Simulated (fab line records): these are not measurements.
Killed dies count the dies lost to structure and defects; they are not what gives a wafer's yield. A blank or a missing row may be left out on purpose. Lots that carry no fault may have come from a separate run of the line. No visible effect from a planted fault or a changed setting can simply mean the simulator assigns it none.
fab line records    flow sky130
record: lots: 7  wafers: 21  last_day: 50
route steps=708 shown METAL5@669 PASSIVATION@681
lots that met no fault: taken from a fault-free run of the same line
start_h: start of the lot's first displayed wafer, in hours after the record's first day    wait_h: how many hours have passed since the lot's step before this one    " as in the row above    L1.1+2: one row covering several wafers at once    - no value present, or no start provided    * or withheld: withheld    < > ~ a bound
route shown NAME@n: a module of which the file shows steps, and the number in the route of the first    usual: mean/standard deviation taken from wafers without a fault    same: alike in all rows    chamber/n: place in a boat    sites: per-site readings    _std_site: how widely they spread, as a standard deviation    _edge_site: outer sites' mean less inner sites'    radius_mm: how far each site lies from the wafer's centre    mask NAME#n: copy n    behind: the most recent tool/chamber to have shaped the wafer    hold: what put the lot on hold/how long, in hours/how the hold closed    device: the transistor (n, p or np) that didn't switch    end of line: the route-end tests of the same wafers    a step given without rows: its recipe and nothing more    killed: dies that structure and defects cost at the first sort, which is not the same as the wafer's yield    map: a wafer's dies, x killed, . not, _ none there
set.NAME: the setting that was run; set.NAME@STEP: the one run at that earlier step    model.NAME: the simulator's own value behind a step, which no gauge read
certain route steps with their lots: each step a table, each wafer a row
services: a tool's chamber out of use, with start hour (start_h, from the record's first day; less than 0 if before it), hours out, and reason
== steps ==
step: SKY_METAL5_HMDS_08
recipe: prime_time_s: 60  prime_temp_c: 120
step: SKY_METAL5_COAT_09
recipe: resist: NOVOLAK  spin_rpm: 3000  resist_thk_nm: 1800
step: SKY_METAL5_SOFTBAKE_10
recipe: temp_c: 90  time_s: 60  resist: NOVOLAK
step: SKY_METAL5_EXPOSE_11
recipe: mask_id: MM5  na: 0.6  source_shape: conventional  sigma_outer: 0.6  polarization: unpolarized  target_cd_nm: 1600  dose_mj: 190
step: SKY_METAL5_PEB_12
recipe: temp_c: withheld  time_s: *  resist: NOVOLAK
step: SKY_METAL5_DEVELOP_13
recipe: resist: NOVOLAK  developer: TMAH  develop_time_s: 60  dev_temp_c: 23
step: SKY_METAL5_DESCUM_14
recipe: chemistry: O2  source_power_w: 150  bias_power_w: 0  pressure_mtorr: 10  temp_c: 40  time_s: 11
usual: chamber_pressure_mTorr: 10.000/0.0086  drypump_motor_current_A: 5.7/0.33  he_backside_leak_sccm: 3.21/0.15  oes_product_au: 1.001/0.0078
lot.wafer  tool          chamber  start_h  wait_h  chamber_pressure_mTorr  drypump_motor_current_A  he_backside_leak_sccm  oes_product_au  rf_hours_counter_h
L311.2     rie_metal-02  0        1054.35  0.1     9.985                   4.8                      2.95                   0.999           19
L311.3     "             1        "        "       10.003                  5.7                      3.10                   1.006           -
L311.5     "             1        "        "       10.009                  5.7                      3.17                   1.006           -
L316.1     rie_metal-04  1        1087.84  0.1     10.004                  5.8                      3.45                   0.995           8
L316.3     "             0        "        "       10.002                  5.9                      2.76                   0.992           -
L316.6     "             0        "        "       9.991                   5.9                      3.08                   1.000           -
L324.3     rie_metal-01  1        1133.11  0.1     9.991                   5.8                      3.19                   0.985           -
L324.4     "             0        "        "       9.996                   5.6                      3.22                   0.989           -
L324.5     "             0        "        "       10.000                  5.6                      3.15                   1.003           -
L325.2     rie_metal-04  0        1136.79  0.1     9.999                   5.9                      3.24                   1.012           23
L325.4     "             0        "        "       9.995                   5.9                      3.34                   1.002           -
L325.5     "             0        "        "       10.015                  5.9                      3.32                   1.007           -
L326.3     rie_metal-01  1        1148.10  0.1     10.014                  5.9                      3.07                   1.001           -
L326.5     "             1        "        "       10.002                  5.8                      3.15                   0.999           -
L326.6     "             0        "        "       9.984                   5.6                      3.36                   0.994           -
L328.1     rie_metal-02  1        1158.55  0.1     10.002                  5.7                      3.14                   1.013           11
L328.2     "             0        "        "       10.002                  4.8                      3.23                   0.993           27
L328.6     "             1        "        "       10.017                  5.7                      3.05                   1.007           -
L329.2     rie_metal-01  0        1159.53  0.1     9.999                   5.7                      3.02                   1.004           20
L329.3     "             1        "        "       9.998                   5.9                      3.18                   1.006           -
L329.5     "             1        "        "       9.986                   5.9                      3.08                   0.990           -
step: SKY_METAL5_METAL_ETCH_15
recipe: target_depth_a: 12600  stop_on: SiO2  over_etch_frac: 0.2  time_s: 252  chemistry: Cl2/BCl3  resist_sidewall_deg: 86  pressure_mtorr: 10  icp_w: 900  bias_w: 48.5  Cl2_flow_sccm: 60  bcl3_flow_sccm: 30
usual: chamber_pressure_mTorr: 10.000/0.0084  drypump_motor_current_A: 5.7/0.32  he_backside_leak_sccm: 3.24/0.28  oes_product_au: 0.895/0.0048  throttle_valve_pct: 22.265/0.0094
lot.wafer  tool          chamber  start_h  wait_h  chamber_pressure_mTorr  drypump_motor_current_A  he_backside_leak_sccm  oes_product_au  rf_hours_counter_h  throttle_valve_pct
L311.2     rie_metal-02  0        1054.38  0.0     10.008                  4.8                      3.24                   0.884           19                  22.257
L311.3     "             1        "        "       10.010                  5.7                      3.15                   0.892           -                   22.255
L311.5     "             1        "        "       9.996                   5.7                      3.22                   0.892           -                   22.252
L316.1     rie_metal-04  1        1087.87  0.0     9.998                   5.8                      3.56                   0.899           8                   22.257
L316.3     "             0        "        "       10.004                  5.9                      2.91                   0.895           -                   22.260
L316.6     "             0        "        "       9.991                   6.0                      3.29                   0.892           -                   22.262
L324.3     rie_metal-01  1        1133.21  0.1     10.010                  5.8                      3.10                   0.893           -                   22.274
L324.4     "             0        "        "       10.014                  5.7                      3.36                   0.895           -                   22.259
L324.5     "             0        "        "       10.001                  5.7                      3.28                   0.899           -                   22.267
L325.2     rie_metal-04  0        1136.82  0.0     10.000                  5.9                      2.87                   0.895           23                  22.256
L325.4     "             0        "        "       10.008                  6.0                      3.00                   0.890           -                   22.261
L325.5     "             0        "        "       10.004                  5.9                      3.06                   0.892           -                   22.273
L326.3     rie_metal-01  1        1148.20  0.1     10.005                  5.8                      3.21                   0.896           -                   22.270
L326.5     "             1        "        "       9.987                   5.8                      3.11                   0.896           -                   22.272
L326.6     "             0        "        "       10.004                  5.6                      3.16                   0.898           -                   22.277
L328.1     rie_metal-02  1        1158.58  0.0     10.002                  5.7                      3.20                   0.883           11                  22.253
L328.2     "             0        "        "       10.010                  4.8                      3.20                   0.899           27                  22.258
L328.6     "             1        "        "       10.007                  5.7                      3.00                   0.898           -                   22.261
L329.2     rie_metal-01  0        1159.56  0.0     9.993                   5.6                      3.19                   0.890           20                  22.251
L329.3     "             1        "        "       9.997                   5.8                      3.16                   0.894           -                   22.263
L329.5     "             1        "        "       9.993                   5.8                      3.36                   0.893           -                   22.263
step: SKY_METAL5_STRIP_16
recipe: chemistry: O2/N2  power_w: 1400  pressure_mtorr: 1500  platen_temp_c: withheld  o2_flow_sccm: 3000  n2_flow_sccm: 300  overash_fraction: 0.5
usual: chamber_pressure_mTorr: 1500.0/1.4  drypump_motor_current_A: 5.7/0.3  oes_product_au: 0.711/0.0046  strip_time_to_endpoint_s: 13.06/0.11
lot.wafer  tool             chamber  start_h  wait_h  chamber_pressure_mTorr  drypump_motor_current_A  oes_product_au  rf_hours_counter_h  strip_time_to_endpoint_s
L311.2     plasma_asher-01  0        1054.61  0.2     1499.5                  5.0                      0.714           63                  13.18
L311.3     "                0        "        "       1501.1                  5.0                      0.711           -                   13.08
L311.5     "                0        "        "       1501.0                  5.0                      0.711           -                   12.92
L316.1     plasma_asher-03  1        1088.11  0.2     1498.6                  5.6                      0.706           97                  13.09
L316.3     "                0        "        "       1499.1                  5.5                      0.710           -                   12.98
L316.6     "                1        "        "       1499.5                  5.6                      0.713           -                   13.13
L324.3     plasma_asher-01  1        1133.40  0.1     1498.6                  5.9                      0.716           -                   13.03
L324.4     "                0        "        "       1499.9                  5.0                      0.706           -                   12.99
L324.5     "                0        "        "       1500.3                  5.0                      0.706           -                   13.08
L325.2     plasma_asher-03  0        1137.06  0.2     1498.7                  5.5                      0.710           99                  12.83
L325.4     "                1        "        "       1500.5                  5.6                      0.713           -                   12.96
L325.5     "                0        "        "       1502.0                  5.5                      0.712           -                   12.82
L326.3     plasma_asher-03  0        1148.39  0.1     1499.2                  5.5                      0.723           -                   13.24
L326.5     "                0        "        "       1501.8                  5.6                      0.708           -                   13.26
L326.6     "                1        "        "       1499.4                  5.6                      0.715           -                   13.23
L328.1     plasma_asher-02  0        1158.82  0.2     1500.9                  6.1                      0.717           43                  13.10
L328.2     "                1        "        "       1501.7                  5.7                      0.707           43                  13.35
L328.6     "                0        "        "       1503.4                  6.1                      0.709           -                   13.16
L329.2     plasma_asher-02  0        1159.80  0.2     1500.7                  6.1                      0.714           43                  13.01
L329.3     "                1        "        "       1500.4                  5.7                      0.715           -                   13.05
L329.5     "                1        "        "       1500.0                  5.7                      0.724           -                   13.10
step: SKY_METAL5_STRIP_17
recipe: chemistry: post_etch_residue_remover  time_s: 1200  temp_c: 72.5
step: SKY_METAL5_CLEAN_18
recipe: chemistry: IPA  time_s: 180  temp_c: 25
step: SKY_METAL5_CLEAN_19
recipe: chemistry: O3/DIW  dry: n2_spin
step: SKY_PASSIVATION_CVD_00
recipe: material: SiO2  target_thk_nm: 90  temp_c: 400  time_s: withheld  rf_w: 600
usual: heater_power_outer_w: 403/66  heater_power_w: 699/110
lot.wafer  tool      chamber  start_h  wait_h  heater_power_outer_w  heater_power_w
L311.2     pecvd-02  0        1055.21  0.0     554                   934
L311.3     "         2        "        "       354                   612
L311.5     "         1        "        "       453                   788
L316.1     pecvd-02  2        1088.70  0.0     346                   592
L316.3     "         1        "        "       367                   680
L316.6     "         2        "        "       339                   616
L324.3     pecvd-02  0        1134.08  0.0     -                     -
L324.4     "         2        "        "       -                     -
L324.5     "         0        "        "       -                     -
L325.2     pecvd-02  2        1138.23  0.0     -                     -
L325.4     "         0        "        "       -                     -
L325.5     "         2        "        "       -                     -
L326.3     pecvd-01  1        1149.08  0.0     -                     -
L326.5     "         0        "        "       -                     -
L326.6     "         1        "        "       -                     -
L328.1     pecvd-01  1        1159.41  0.0     351                   640
L328.2     "         2        "        "       333                   570
L328.6     "         2        "        "       335                   565
L329.2     pecvd-02  1        1160.39  0.0     473                   809
L329.3     "         2        "        "       315                   553
L329.5     "         1        "        "       476                   825
step: SKY_PASSIVATION_CVD_02
recipe: material: Si3N4  target_thk_nm: 540  temp_c: 400  time_s: withheld  rf_w: 450
usual: heater_power_outer_w: 443/65  heater_power_w: 756/100
lot.wafer  tool      chamber  start_h  wait_h  heater_power_outer_w  heater_power_w
L311.2     pecvd-03  0        1055.29  0.0     454                   758
L311.3     "         2        "        "       427                   712
L311.5     "         0        "        "       496                   785
L316.1     pecvd-03  1        1088.78  0.1     361                   647
L316.3     "         2        "        "       432                   730
L316.6     "         0        "        "       496                   802
L324.3     pecvd-03  2        1134.16  0.0     467                   780
L324.4     "         2        "        "       362                   623
L324.5     "         1        "        "       426                   752
L325.2     pecvd-03  0        1138.31  0.0     433                   701
L325.4     "         0        "        "       470                   755
L325.5     "         2        "        "       451                   725
L326.3     pecvd-02  1        1149.16  0.0     483                   824
L326.5     "         0        "        "       593                   1026
L326.6     "         2        "        "       303                   534
L328.1     pecvd-03  0        1159.49  0.1     520                   801
L328.2     "         2        "        "       451                   755
L328.6     "         0        "        "       539                   836
L329.2     pecvd-01  1        1160.47  0.0     374                   647
L329.3     "         2        "        "       394                   652
L329.5     "         2        "        "       416                   682
step: SKY_PASSIVATION_DEHYDRATE_04
recipe: temp_c: 200  time_s: 60
step: SKY_PASSIVATION_HMDS_05
recipe: prime_time_s: 60  prime_temp_c: 120
step: SKY_PASSIVATION_COAT_06
recipe: spin_rpm: 2000  resist_thk_nm: 3000
step: SKY_PASSIVATION_SOFTBAKE_07
recipe: temp_c: 110  time_s: withheld
step: SKY_PASSIVATION_EXPOSE_08
recipe: mask_id: NSM  target_cd_nm: 3000  na: 0.57  dose_mj: 260
step: SKY_PASSIVATION_PEB_09
recipe: temp_c: 115  time_s: withheld
step: SKY_PASSIVATION_DEVELOP_10
recipe: develop_time_s: 60  dev_temp_c: 23
step: SKY_PASSIVATION_ETCH_11
recipe: chemistry: CF4/O2  target_depth_nm: 725  stop_on: AlCu  source_w: 800  bias_w: 150  pressure_mtorr: 150  cf4_flow_sccm: 80  O2_flow_sccm: 10  time_s: 161.1
usual: chamber_pressure_mTorr: 150.00/0.13  drypump_motor_current_A: 5.8/0.4  oes_product_au: 0.980/0.0065  throttle_valve_pct: 5.965/0.0086
lot.wafer  tool         chamber  start_h  wait_h  chamber_pressure_mTorr  drypump_motor_current_A  oes_product_au  rf_hours_counter_h  throttle_valve_pct  model.PASSIVATION.feature_depth_nm  model.etch.depth_nm
L311.2     rie_diel-03  2        1075.94  -       149.91                  4.9                      0.979           18                  5.971               699.8                               699.8
L311.3     "            1        "        "       150.04                  6.0                      0.971           8                   5.961               700.6                               700.6
L311.5     "            2        "        "       150.04                  4.9                      0.984           -                   5.962               708.9                               708.9
L316.1     rie_diel-01  3        1109.43  -       150.07                  5.4                      0.979           26                  5.956               697.9                               697.9
L316.3     "            0        "        "       149.86                  5.6                      0.971           24                  5.955               696.4                               696.4
L316.6     "            1        "        "       150.18                  6.0                      0.991           -                   5.975               715.9                               715.9
L324.3     rie_diel-01  2        1152.18  -       149.92                  6.3                      0.993           23                  5.954               725                                 725
L324.4     "            0        "        "       150.03                  5.6                      1.000           -                   5.959               725                                 725
L324.5     "            2        "        "       150.09                  6.3                      0.993           -                   5.975               725                                 725
L325.2     rie_diel-03  1        1156.24  -       150.05                  6.0                      0.996           11                  5.971               725                                 725
L325.4     "            3        "        "       150.06                  5.8                      0.988           26                  5.971               707.9                               707.9
L325.5     "            1        "        "       150.01                  6.0                      0.992           -                   5.968               725                                 725
L326.3     rie_diel-01  3        1166.73  -       150.45                  5.5                      0.992           28                  5.958               725                                 725
L326.5     "            3        "        "       150.00                  5.5                      0.990           -                   5.971               725                                 725
L326.6     "            0        "        "       149.88                  5.6                      0.988           -                   5.958               725                                 725
L328.1     rie_diel-01  1        1176.68  -       149.97                  6.0                      0.972           1                   5.970               695.6                               695.6
L328.2     "            2        "        "       150.02                  6.3                      0.972           24                  5.947               701.2                               701.2
L328.6     "            3        "        "       149.79                  5.5                      0.980           -                   5.961               703                                 703
L329.2     rie_diel-01  3        1178.03  -       149.99                  5.5                      0.979           29                  5.970               699.6                               699.6
L329.3     "            0        "        "       149.94                  5.6                      0.975           27                  5.959               704.3                               704.3
L329.5     "            1        "        "       149.92                  6.0                      0.980           -                   5.978               711.9                               711.9
step: SKY_PASSIVATION_STRIP_12
recipe: chemistry: O2/N2  power_w: 1400  pressure_mtorr: 1500  platen_temp_c: withheld  overash_fraction: 0.7  o2_flow_sccm: 3000  n2_flow_sccm: 300
usual: chamber_pressure_mTorr: 1500.0/1.4  drypump_motor_current_A: 5.7/0.43  oes_product_au: 0.660/0.0045  strip_time_to_endpoint_s: 31.53/0.13
lot.wafer  tool             chamber  start_h  wait_h  chamber_pressure_mTorr  drypump_motor_current_A  oes_product_au  rf_hours_counter_h  strip_time_to_endpoint_s
L311.2     plasma_asher-04  0        1076.04  0.1     1502.5                  6.2                      0.655           1                   31.40
L311.3     "                0        "        "       1499.6                  6.2                      0.658           -                   31.38
L311.5     "                1        "        "       1498.0                  6.1                      0.665           -                   31.46
L316.1     plasma_asher-01  0        1109.54  0.1     1502.4                  5.1                      0.656           68                  31.19
L316.3     "                0        "        "       1504.0                  5.1                      0.663           -                   31.19
L316.6     "                0        "        "       1500.1                  5.0                      0.664           -                   31.31
L324.3     plasma_asher-01  0        1152.32  0.1     1500.9                  5.0                      0.656           -                   31.50
L324.4     "                1        "        "       1500.0                  5.8                      0.662           -                   31.59
L324.5     "                1        "        "       1500.3                  5.9                      0.660           -                   31.68
L325.2     plasma_asher-01  0        1156.34  0.1     1497.6                  5.0                      0.651           74                  31.72
L325.4     "                1        "        "       1499.0                  5.9                      0.665           -                   31.70
L325.5     "                0        "        "       1498.9                  5.1                      0.660           -                   31.61
L326.3     plasma_asher-01  1        1166.87  0.1     1498.5                  5.9                      0.654           -                   31.53
L326.5     "                1        "        "       1498.9                  5.9                      0.663           -                   31.40
L326.6     "                0        "        "       1499.8                  5.1                      0.663           -                   31.50
L328.1     plasma_asher-02  1        1176.79  0.1     1501.7                  5.7                      0.658           45                  31.43
L328.2     "                0        "        "       1499.2                  6.1                      0.659           45                  31.39
L328.6     "                0        "        "       1501.9                  6.1                      0.666           -                   31.32
L329.2     plasma_asher-01  1        1178.14  0.1     1501.4                  5.9                      0.658           76                  31.51
L329.3     "                1        "        "       1502.9                  5.9                      0.658           -                   31.54
L329.5     "                1        "        "       1500.8                  5.9                      0.651           -                   31.47
== services ==
tool             chamber  start_h  hours  kind
pecvd-02         1        1049.35  5.5    scheduled_down
rie_diel-01      2        1050.09  15.1   repair
plasma_asher-04  -        1055.25  9.0    pm
rie_diel-01      -        1056.81  0.7    repair
rie_diel-01      2        1067.18  4.9    repair
rie_diel-01      0        1068.83  3.0    repair
pecvd-01         -        1073.31  6.0    pm
pecvd-01         1        1087.10  2.1    scheduled_down
rie_metal-02     0        1091.66  8.4    repair
plasma_asher-02  -        1102.10  2.7    repair
plasma_asher-03  -        1104.98  28.1   pm
pecvd-01         2        1118.69  2.1    scheduled_down
pecvd-03         0        1120.32  2.1    scheduled_down
rie_diel-01      -        1123.23  4.0    pm
rie_diel-01      1        1142.43  -      clean
rie_diel-01      1        1142.43  -      consumable_replace:focus_ring
rie_diel-01      1        1142.43  21.6   scheduled_down
rie_diel-01      1        1142.43  21.6   vent_cycle
rie_metal-04     -        1144.80  14.6   pm
pecvd-03         1        1147.83  5.5    scheduled_down
pecvd-02         0        1153.31  2.1    scheduled_down
rie_metal-04     -        1159.40  10.0   pm
rie_metal-02     -        1165.30  2.8    pm
plasma_asher-01  -        1171.87  1.7    repair
== key ==
first_sign: step: SKY_PASSIVATION_CVD_00  reading: tool_record  direction: missing
effect none on later readings
model_effect: step: SKY_PASSIVATION_ETCH_11  value: PASSIVATION.feature_depth_nm  without: 705.4  struck: 723.1
met_at SKY_PASSIVATION_CVD_00
struck_wafers L324.3,L324.4,L324.5,L325.2,L325.4,L325.5,L326.3,L326.5,L326.6
later_rows_left_out L324.3,L324.4,L324.5,L325.2,L325.4,L325.5,L326.3,L326.5,L326.6
sort_left_out L324.3,L324.4,L324.5,L325.2,L325.4,L325.5,L326.3,L326.5,L326.6
onset_between 1088.70 1134.08
fault: kind: skipped_step_whole  tool: pecvd-01,pecvd-02  chamber: -  onset_h: 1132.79  steps: SKY_PASSIVATION_CVD_00  scope: struck_lots_only
sort_left_out: the simulated sort isn't trusted on such a fault, so these wafers' sort isn't shown, and their yield isn't known
later_rows_left_out: the simulator's readings of these wafers behind a module that went badly wrong aren't trusted and aren't shown, but for the sort
